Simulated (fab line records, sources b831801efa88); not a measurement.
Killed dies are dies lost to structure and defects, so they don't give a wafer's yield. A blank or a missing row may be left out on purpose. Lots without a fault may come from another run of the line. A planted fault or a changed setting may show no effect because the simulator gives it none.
fab line records | flow sky130
record lots=5 wafers=23
route steps=708 shown METAL4@624 VIA4@656 METAL5@661 PAD_OPEN@696
start_h: hours from the record's first day to the start of the lot's first wafer shown | wait_h: hours since the lot's step before | " the same as in the row above | L1.1+2: a row that stands for several wafers | - no value, or no start given | * or withheld: withheld | < > ~ a bound
route shown NAME@n: a module of which the file shows steps, and the number in the route of the first | usual: mean/standard deviation of fault-free wafers | same: alike in all rows | chamber/n: place in a boat | sites: the reading at each site | _std_site: their standard deviation | _edge_site: outer sites' mean less inner sites' | radius_mm: how far each site lies from the wafer's centre | mask NAME#n: copy n | behind: the tool/chamber that last shaped the wafer | hold: why the lot was held/for how many hours/how that ended | device: the transistor (n, p or np) that didn't switch | end of line: the same wafers' tests at the end of the route | a step without rows: its recipe alone | killed: dies lost to structure and defects at the first sort, not the wafer's yield | map: a wafer's dies, x killed, . not, _ none there
set.NAME: the setting as run; set.NAME@STEP: as run at that earlier step | model.NAME: the simulator's own value behind a step, which no gauge read
lots whose settings were changed on purpose; a table a step, a row a wafer
## steps
# step SKY_METAL4_COAT_08
# recipe resist=KrF-thick spin_rpm=3000 resist_thk_nm=1140
# columns lot.wafer tool chamber start_h wait_h set.spin_rpm model.KrF-thick_of_METAL4_COAT_08.thk_nm
L074.1+5 litho_track-04 0 - - 3000 1137
L074.4 " 0 " " 3000 1139
L078.1 litho_track-04 0 - - 3000 1141
L078.2 " 0 " " 2929 1158
L078.3 " 0 " " 3000 1143
L078.4 " 0 " " 2929 1157
L078.5 " 0 " " 2929 1155
L075.1 litho_track-03 0 - - 2837 1179
L075.2+5 " 0 " " 3000 1144
L075.3 " 0 " " 3000 1149
L075.4 " 0 " " 2837 1175
L080.1+3+6 litho_track-02 0 - - 3000 1141
L080.2 " 0 " " 3000 1138
L080.5 " 0 " " 3000 1142
L084.1+5 litho_track-02 0 - - 3224 1102
L084.3 " 0 " " 3000 1143
L084.4+6 " 0 " " 3000 1140
# step SKY_METAL4_SOFTBAKE_09
# recipe temp_c=100 time_s=90 resist=KrF-thick
# columns lot.wafer tool chamber start_h wait_h set.temp_c
L074.1+4+5 litho_track-04 0 - - 100
L078.1+2+3+4+5 litho_track-04 0 - - 100
L075.1+4+5 litho_track-03 0 - - 97.53
L075.2+3 " 0 " " 100
L080.1+3 litho_track-02 0 - - 101.7
L080.2+5+6 " 0 " " 100
L084.1+3+6 litho_track-02 0 - - 100
L084.4+5 " 0 " " 103.4
# step SKY_METAL4_EXPOSE_10
# recipe mask_id=MM4 na=0.68 source_shape=annular sigma_inner=0.4 sigma_outer=0.8 target_cd_nm=300 dose_mj=28
# step SKY_METAL4_PEB_11
# recipe peb_temp_c=withheld peb_time_s=withheld resist=KrF-thick
# step SKY_METAL4_DEVELOP_12
# recipe develop_time_s=60 resist=KrF-thick dev_temp_c=21
# columns lot.wafer tool chamber start_h wait_h set.spin_rpm@METAL4_COAT_08 model.KrF-thick_of_METAL4_COAT_08.thk_nm
L074.1+5 litho_track-02 0 - - 3000 1123
L074.4 " 0 " " 3000 1125
L078.1 litho_track-03 0 - - 3000 1127
L078.2 " 0 " " 2929 1144
L078.3 " 0 " " 3000 1129
L078.4 " 0 " " 2929 1142
L078.5 " 0 " " 2929 1141
L075.1 litho_track-04 0 - - 2837 1169
L075.2 " 0 " " 3000 1130
L075.3 " 0 " " 3000 1135
L075.4 " 0 " " 2837 1165
L075.5 " 0 " " 3000 1134
L080.1+2+3 litho_track-02 0 - - 3000 1124
L080.5 " 0 " " 3000 1128
L080.6 " 0 " " 3000 1127
L084.1 litho_track-02 0 - - 3224 1087
L084.3 " 0 " " 3000 1129
L084.4 " 0 " " 3000 1121
L084.5 " 0 " " 3224 1083
L084.6 " 0 " " 3000 1126
# step SKY_METAL4_ETCH_17
# recipe target=SiO2 stop_on=TiN chemistry=C4F8/O2/Ar source_w=1500 bias_w=1200 pressure_mtorr=40 c4f8_flow_sccm=withheld O2_flow_sccm=6 Ar_flow_sccm=300 time_s=3.723 target_depth_a=150
# step SKY_METAL4_METAL_ETCH_18
# recipe target_depth_a=8450 stop_on=SiO2 over_etch_frac=0.3 time_s=183.1 chemistry=Cl2/BCl3 resist_sidewall_deg=88 pressure_mtorr=10 icp_w=900 bias_w=48.5 Cl2_flow_sccm=60 bcl3_flow_sccm=30
# step SKY_METAL4_STRIP_19
# recipe chemistry=O2/N2 power_w=1400 pressure_mtorr=1500 platen_temp_c=withheld o2_flow_sccm=3000 n2_flow_sccm=300 overash_fraction=0.5
# usual strip_time_to_endpoint_s=6.50/0.1
# columns lot.wafer tool chamber start_h wait_h set.spin_rpm@METAL4_COAT_08 strip_time_to_endpoint_s
L074.1 plasma_asher-02 1 1008.44 0.1 3000 6.49
L074.4 " 0 " " 3000 6.49
L074.5 " 0 " " 3000 6.47
L078.1 plasma_asher-03 0 1010.67 0.1 3000 6.60
L078.2 " 1 " " 2929 6.76
L078.3 " 0 " " 3000 6.57
L078.4 " 1 " " 2929 6.69
L078.5 " 1 " " 2929 6.71
L075.1 plasma_asher-02 0 1011.96 0.1 2837 7.01
L075.2 " 1 " " 3000 6.58
L075.3 " 0 " " 3000 6.68
L075.4 " 1 " " 2837 6.93
L075.5 " 0 " " 3000 6.68
L080.1 plasma_asher-04 0 1019.74 0.1 3000 6.41
L080.2 " 1 " " 3000 6.43
L080.3 " 1 " " 3000 6.41
L080.5 " 0 " " 3000 6.44
L080.6 " 1 " " 3000 6.44
L084.1 plasma_asher-02 1 1035.84 0.1 3224 6.15
L084.3 " 0 " " 3000 6.45
L084.4 " 1 " " 3000 6.48
L084.5 " 1 " " 3224 5.99
L084.6 " 0 " " 3000 6.55
# step SKY_VIA4_SPUTTER_17
# recipe material=TiN target_thk_nm=20 chamber_pressure_pa=5 power_w=4000 time_s=80
# columns lot.wafer tool chamber start_h wait_h set.chamber_pressure_pa model.TiN_of_VIA4_SPUTTER_17.thk_nm
L074.1 pvd_sputter-01 - 1033.73 0.0 5 19.94
L074.4 " - " " 5 19.71
L074.5 " - " " 5 19.93
L078.1 pvd_sputter-04 - 1035.37 0.0 5.445 18.79
L078.2 " - " " 5.445 19.06
L078.3 " - " " 5.445 18.59
L078.4 " - " " 5.445 18.49
L078.5 " - " " 5.445 18.64
L075.1 pvd_sputter-04 - 1036.87 0.0 5.226 19.13
L075.2 " - " " 5.226 18.91
L075.3 " - " " 5.226 19.08
L075.4 " - " " 5.226 19.31
L075.5 " - " " 5.226 19.03
L080.1 pvd_sputter-03 - 1043.08 0.0 4.579 21.76
L080.2 " - " " 4.579 21.94
L080.3 " - " " 4.579 22
L080.5 " - " " 4.579 21.84
L080.6 " - " " 4.579 22.11
L084.1 pvd_sputter-01 - 1060.12 0.0 4.255 23.07
L084.3 " - " " 4.255 22.98
L084.4 " - " " 4.255 23.25
L084.5 " - " " 4.255 23.18
L084.6 " - " " 4.255 23.2
# step SKY_VIA4_CVD_18
# recipe material=W target_thk_nm=505 time_s=152.14 temp_c=400 pressure_torr=40
# columns lot.wafer tool chamber start_h wait_h set.temp_c model.W_of_VIA4_CVD_18.thk_nm
L074.1 cvd_w-01 1 1033.79 0.0 400 509.6
L074.4 " 1 " " 400 509.8
L074.5 " 0 " " 400 506.5
L078.1 cvd_w-02 1 1035.43 0.0 400 515.8
L078.2 " 0 " " 405.2 547.5
L078.3 " 0 " " 400 496.4
L078.4 " 1 " " 405.2 557.8
L078.5 " 1 " " 400 512.1
L075.1 cvd_w-02 0 1036.93 0.0 405.1 542.3
L075.2 " 1 " " 400 513
L075.3 " 0 " " 405.1 542.1
L075.4 " 1 " " 400 505.2
L075.5 " 1 " " 405.1 563.8
L080.1 cvd_w-01 0 1043.15 0.0 390.7 418.8
L080.2 " 1 " " 400 503.4
L080.3 " 1 " " 400 499.9
L080.5 " 0 " " 400 497.9
L080.6 " 1 " " 390.7 430.1
L084.1 cvd_w-02 0 1060.18 0.0 400 501.2
L084.3 " 1 " " 400 511.7
L084.4 " 0 " " 400 496.6
L084.5 " 0 " " 400 499
L084.6 " 1 " " 400 514.6
# step SKY_VIA4_RS_MEAS_19
# recipe thk_meas_gauge=four-point-probe reads=W_of_VIA4_CVD_18+TiN_of_VIA4_SPUTTER_17
# usual VIA4_W_RS=0.2262/0.0028
# columns lot.wafer tool chamber start_h wait_h set.temp_c@VIA4_CVD_18 VIA4_W_RS[ohm/sq]
L074.1 film_metro-03 - 1033.94 0.1 400 0.2244
L074.4 " - " " 400 0.2237
L074.5 " - " " 400 0.2262
L078.1 film_metro-01 - 1035.58 0.1 400 0.2216
L078.2 " - " " 405.2 0.2086
L078.3 " - " " 400 0.2304
L078.4 " - " " 405.2 0.2047
L078.5 " - " " 400 0.2235
L075.1 film_metro-02 - 1037.08 0.1 405.1 0.2102
L075.2 " - " " 400 0.2223
L075.3 " - " " 405.1 0.2112
L075.4 " - " " 400 0.2258
L075.5 " - " " 405.1 0.2028
L080.1 film_metro-01 - 1043.30 0.1 390.7 0.2725
L080.2 " - " " 400 0.2265
L080.3 " - " " 400 0.2288
L080.5 " - " " 400 0.2293
L080.6 " - " " 390.7 0.2662
L084.1 film_metro-03 - 1060.33 0.1 400 0.2278
L084.3 " - " " 400 0.2229
L084.4 " - " " 400 0.2297
L084.5 " - " " 400 0.2289
L084.6 " - " " 400 0.2219
# step SKY_VIA4_THK_MEAS_20
# recipe thk_meas_gauge=xrf reads=W_of_VIA4_CVD_18
# usual VIA4_W_THK=504/7.4
# columns lot.wafer tool chamber start_h wait_h set.temp_c@VIA4_CVD_18 VIA4_W_THK[nm]
L074.1 film_metro-03 - 1034.06 0.1 400 505
L074.4 " - " " 400 508
L074.5 " - " " 400 505
L078.1 film_metro-01 - 1035.70 0.1 400 519
L078.2 " - " " 405.2 552
L078.3 " - " " 400 500
L078.4 " - " " 405.2 558
L078.5 " - " " 400 512
L075.1 film_metro-02 - 1037.20 0.1 405.1 534
L075.2 " - " " 400 507
L075.3 " - " " 405.1 535
L075.4 " - " " 400 496
L075.5 " - " " 405.1 556
L080.1 film_metro-01 - 1043.42 0.1 390.7 420
L080.2 " - " " 400 506
L080.3 " - " " 400 502
L080.5 " - " " 400 501
L080.6 " - " " 390.7 433
L084.1 film_metro-03 - 1060.45 0.1 400 503
L084.3 " - " " 400 511
L084.4 " - " " 400 493
L084.5 " - " " 400 501
L084.6 " - " " 400 515
# step SKY_METAL5_SPUTTER_00
# recipe material=Ti target_thk_nm=15 power_w=3000 time_s=10 chamber_pressure_pa=0.4
# columns lot.wafer tool chamber start_h wait_h set.time_s model.Ti_of_METAL5_SPUTTER_00.thk_nm
L074.1 pvd_sputter-01 - 1034.42 0.1 10 15.23
L074.4 " - " " 10 15.15
L074.5 " - " " 10 15.28
L078.1 pvd_sputter-02 - 1036.06 0.1 8.557 12.69
L078.2 " - " " 10 15.05
L078.3 " - " " 8.557 12.82
L078.4 " - " " 8.557 13.04
L078.5 " - " " 10 14.97
L075.1 pvd_sputter-02 - 1037.73 0.1 10 14.67
L075.2 " - " " 9.579 14.16
L075.3 " - " " 9.579 14.15
L075.4 " - " " 9.579 14.52
L075.5 " - " " 10 14.74
L080.1 pvd_sputter-04 - 1043.81 0.2 10 14.88
L080.2 " - " " 10 14.79
L080.3 " - " " 11.29 16.79
L080.5 " - " " 11.29 16.83
L080.6 " - " " 10 14.94
L084.1 pvd_sputter-04 - 1060.81 0.2 10 15.2
L084.3 " - " " 10 14.93
L084.4+5 " - " " 10 14.96
L084.6 " - " " 10 15.22
# step SKY_METAL5_SPUTTER_04
# recipe material=TiN target_thk_nm=70 power_w=6500 time_s=58.3 chamber_pressure_pa=0.4
# columns lot.wafer tool chamber start_h wait_h set.power_w model.TiN_of_METAL5_SPUTTER_04.thk_nm
L074.1 pvd_sputter-01 - 1034.54 0.0 6500 68.69
L074.4 " - " " 6500 69.45
L074.5 " - " " 6500 69.41
L078.1 pvd_sputter-02 - 1036.18 0.0 6500 70.54
L078.2 " - " " 6500 69.88
L078.3 " - " " 6500 70.6
L078.4 " - " " 6500 69.65
L078.5 " - " " 6500 70.3
L075.1 pvd_sputter-02 - 1037.85 0.0 6500 69.83
L075.2 " - " " 6500 68.73
L075.3 " - " " 6500 69.67
L075.4 " - " " 6500 68.81
L075.5 " - " " 6500 69.62
L080.1 pvd_sputter-04 - 1043.92 0.0 6500 68.61
L080.2 " - " " 6500 69.29
L080.3 " - " " 6083 64.99
L080.5 " - " " 6500 70.07
L080.6 " - " " 6083 65
L084.1 pvd_sputter-04 - 1060.93 0.0 6500 69.47
L084.3 " - " " 6182 66.3
L084.4 " - " " 6500 69.07
L084.5 " - " " 6182 66.88
L084.6 " - " " 6500 70.3
# step SKY_PAD_OPEN_COAT_02
# recipe spin_rpm=2000 resist_thk_nm=3000
# columns lot.wafer tool chamber start_h wait_h set.resist_thk_nm model.coat_of_PAD_OPEN_COAT_02.thk_nm
L074.1+4 litho_track-02 0 1087.86 0.1 3000 2995
L074.5 " 0 " " 3000 2991
L078.1 litho_track-04 0 1090.63 0.1 3000 2992
L078.2 " 0 " " 3099 3087
L078.3 " 0 " " 3099 3085
L078.4 " 0 " " 3000 3002
L078.5 " 0 " " 3099 3090
L075.1 litho_track-02 0 1090.76 0.1 2900 2893
L075.2 " 0 " " 2900 2895
L075.3+4 " 0 " " 3000 2994
L075.5 " 0 " " 3000 2995
L080.1 litho_track-03 0 1098.79 0.1 3000 3004
L080.2 " 0 " " 3000 2999
L080.3 " 0 " " 3000 3005
L080.5 " 0 " " 3000 3000
L080.6 " 0 " " 3000 3001
L084.1 litho_track-03 0 1114.19 0.1 2845 2844
L084.3 " 0 " " 2845 2847
L084.4 " 0 " " 3000 3004
L084.5 " 0 " " 2845 2858
L084.6 " 0 " " 3000 3008
## key
split step=SKY_METAL4_COAT_08 setting=spin_rpm stated=3000 by=wafer
response step=SKY_METAL4_COAT_08 reading=model.KrF-thick_of_METAL4_COAT_08.thk_nm change=-5.47 per=1% r=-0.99
response step=SKY_METAL4_DEVELOP_12 reading=model.KrF-thick_of_METAL4_COAT_08.thk_nm change=-5.7 per=1% r=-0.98
response step=SKY_METAL4_STRIP_19 reading=strip_time_to_endpoint_s change=* per=1% r=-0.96
split step=SKY_METAL4_SOFTBAKE_09 setting=temp_c stated=100 by=wafer
response none clear
split step=SKY_VIA4_SPUTTER_17 setting=chamber_pressure_pa stated=5 by=lot
response step=SKY_VIA4_SPUTTER_17 reading=model.TiN_of_VIA4_SPUTTER_17.thk_nm change=-0.195 per=1% r=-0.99
split step=SKY_VIA4_CVD_18 setting=temp_c stated=400 by=wafer
response step=SKY_VIA4_CVD_18 reading=model.W_of_VIA4_CVD_18.thk_nm change=+32.8 per=1% r=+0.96
response step=SKY_VIA4_RS_MEAS_19 reading=VIA4_W_RS change=-0.0161 per=1% r=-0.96
response step=SKY_VIA4_THK_MEAS_20 reading=VIA4_W_THK change=+32.8 per=1% r=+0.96
split step=SKY_METAL5_SPUTTER_00 setting=time_s stated=10 by=wafer
response step=SKY_METAL5_SPUTTER_00 reading=model.Ti_of_METAL5_SPUTTER_00.thk_nm change=+0.148 per=1% r=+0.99
split step=SKY_METAL5_SPUTTER_04 setting=power_w stated=6500 by=wafer
response step=SKY_METAL5_SPUTTER_04 reading=model.TiN_of_METAL5_SPUTTER_04.thk_nm change=+0.653 per=1% r=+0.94
split step=SKY_PAD_OPEN_COAT_02 setting=resist_thk_nm stated=3000 by=wafer
response step=SKY_PAD_OPEN_COAT_02 reading=model.coat_of_PAD_OPEN_COAT_02.thk_nm change=+29.6 per=1% r=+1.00
